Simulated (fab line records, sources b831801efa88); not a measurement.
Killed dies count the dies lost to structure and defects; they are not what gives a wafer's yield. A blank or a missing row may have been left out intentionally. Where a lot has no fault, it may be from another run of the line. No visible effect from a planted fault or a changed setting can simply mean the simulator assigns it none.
Tool commonality check	flow sky130	Sample size 12 lots and 42 wafers

== WHY THIS WAS OPENED ==
At SKY_VT_ADJUST_HVTP_CD_MEAS_07 the reading cd_nm is flagged on 2 of 12 lots. No-fault wafers: 379.7 nm, standard deviation 2.2.
Rule: flag the lot when none of its wafers has a number, or when each of its wafers that has one lies beyond 4 standard deviations from that mean. All remaining lots are regarded as sound.

lot	measured	on	cd_nm (nm), wafer by wafer	flag
L128	day 6 07:16	cd_sem-02	381.5 381.4 382.8	
L130	day 6 19:38	cd_sem-02	381.5 383.4 382.5	
L131	day 7 02:32	cd_sem-01	380.7 377.9 380.8	
L132	day 7 06:23	cd_sem-02	377.1 375.9 377.6	
L133	day 7 17:10	cd_sem-02	381.8 382.0 382.1	
L135	day 8 05:56	cd_sem-02	374.2 375.9 377.0	
L136	day 8 12:56	cd_sem-01	381.6 380.2 382.1	
L139	day 9 04:26	cd_sem-02	376.9 377.3 379.7	
L140	day 9 14:38	cd_sem-02	378.0 379.8 376.8	
L141	day 10 00:04	cd_sem-02	62.5 64.3 65.7 62.8 64.7 66.3	FLAGGED
L142	day 10 01:25	cd_sem-01	383.5 383.9 381.6	
L145	day 10 17:47	cd_sem-02	65.1 68.6 65.0 65.5 69.2 64.9	FLAGGED
Flagged lots average 65.4 nm: -314.3 nm relative to the usual, that is -99 or more standard deviations.

== WHICH TOOL RAN EACH LOT ==
Before the reading, the record contains 2 process steps out of a 708-step route. In each cell: the tool, then ch and the chambers that the sampled wafers went through, then the start.
lot	flag	SKY_NWELL_STRIP_14	SKY_VT_ADJUST_HVTP_DEVELOP_06
L128		plasma_asher-03 ch 0,1, day 4 18:01	litho_track-04 ch 0, day 6 07:07
L130		plasma_asher-02 ch 0,1, day 5 05:43	litho_track-02 ch 0, day 6 19:30
L131		plasma_asher-01 ch 0,1, day 5 12:16	litho_track-02 ch 0, day 7 02:24
L132		plasma_asher-02 ch 0, day 5 15:58	litho_track-03 ch 0, day 7 06:14
L133		plasma_asher-01 ch 0,1, day 6 00:52	litho_track-04 ch 0, day 7 17:01
L135		plasma_asher-02 ch 0,1, day 6 14:36	litho_track-04 ch 0, day 8 05:47
L136		plasma_asher-01 ch 0,1, day 6 20:37	litho_track-03 ch 0, day 8 12:47
L139		plasma_asher-03 ch 0,1, day 7 10:52	litho_track-02 ch 0, day 9 04:18
L140		plasma_asher-02 ch 0,1, day 7 20:24	litho_track-03 ch 0, day 9 14:30
L141	FLAGGED	plasma_asher-01 ch 0,1, day 8 04:02	litho_track-03 ch 0, day 9 23:56
L142		plasma_asher-03 ch 1, day 8 04:52	litho_track-02 ch 0, day 10 01:16
L145	FLAGGED	plasma_asher-02 ch 0,1, day 8 20:19	litho_track-03 ch 0, day 10 17:38
These steps, and what they do:
- SKY_NWELL_STRIP_14: strips in O2/N2.
- SKY_VT_ADJUST_HVTP_DEVELOP_06: develop time 60 s.
- SKY_VT_ADJUST_HVTP_CD_MEAS_07: target cd 380 nm.

== FLAGGED AGAINST TOTAL, ONE TOOL AT A TIME (gauges that did the reading follow at the end) ==
step	tool	lots run	flagged	share of the flagged lots	sound lots run after its first flagged lot
SKY_NWELL_STRIP_14	plasma_asher-01	4	1	some	0
SKY_NWELL_STRIP_14	plasma_asher-02	5	1	some	0
SKY_NWELL_STRIP_14	plasma_asher-03	3	0	none	-
SKY_VT_ADJUST_HVTP_DEVELOP_06	litho_track-02	4	0	none	-
SKY_VT_ADJUST_HVTP_DEVELOP_06	litho_track-03	5	2	all	0
SKY_VT_ADJUST_HVTP_DEVELOP_06	litho_track-04	3	0	none	-
SKY_VT_ADJUST_HVTP_CD_MEAS_07	cd_sem-01	3	0	none	-
SKY_VT_ADJUST_HVTP_CD_MEAS_07	cd_sem-02	9	2	all	0

== WHAT THE TABLE ALLOWS ==
Table rows that saw every flagged lot: 2, namely litho_track-03 at SKY_VT_ADJUST_HVTP_DEVELOP_06 and cd_sem-02 at SKY_VT_ADJUST_HVTP_CD_MEAS_07.
- litho_track-03 at SKY_VT_ADJUST_HVTP_DEVELOP_06 ran 5 lots, 2 of them flagged. Its last sound lot is L140 (day 9 14:30), its first flagged lot L141 (day 9 23:56): a fault that began between those two fits.
- cd_sem-02 at SKY_VT_ADJUST_HVTP_CD_MEAS_07 ran 9 lots, 2 of them flagged. Its last sound lot is L140 (day 9 14:38), its first flagged lot L141 (day 10 00:04): a fault that began between those two fits.
These 2 tools cannot be told apart by counting lots, since each of them fits a fault that started at some hour. More lots, or a look at what each step does to the wafer, might.

== WHAT WAS PUT IN BY THE SIMULATOR ==
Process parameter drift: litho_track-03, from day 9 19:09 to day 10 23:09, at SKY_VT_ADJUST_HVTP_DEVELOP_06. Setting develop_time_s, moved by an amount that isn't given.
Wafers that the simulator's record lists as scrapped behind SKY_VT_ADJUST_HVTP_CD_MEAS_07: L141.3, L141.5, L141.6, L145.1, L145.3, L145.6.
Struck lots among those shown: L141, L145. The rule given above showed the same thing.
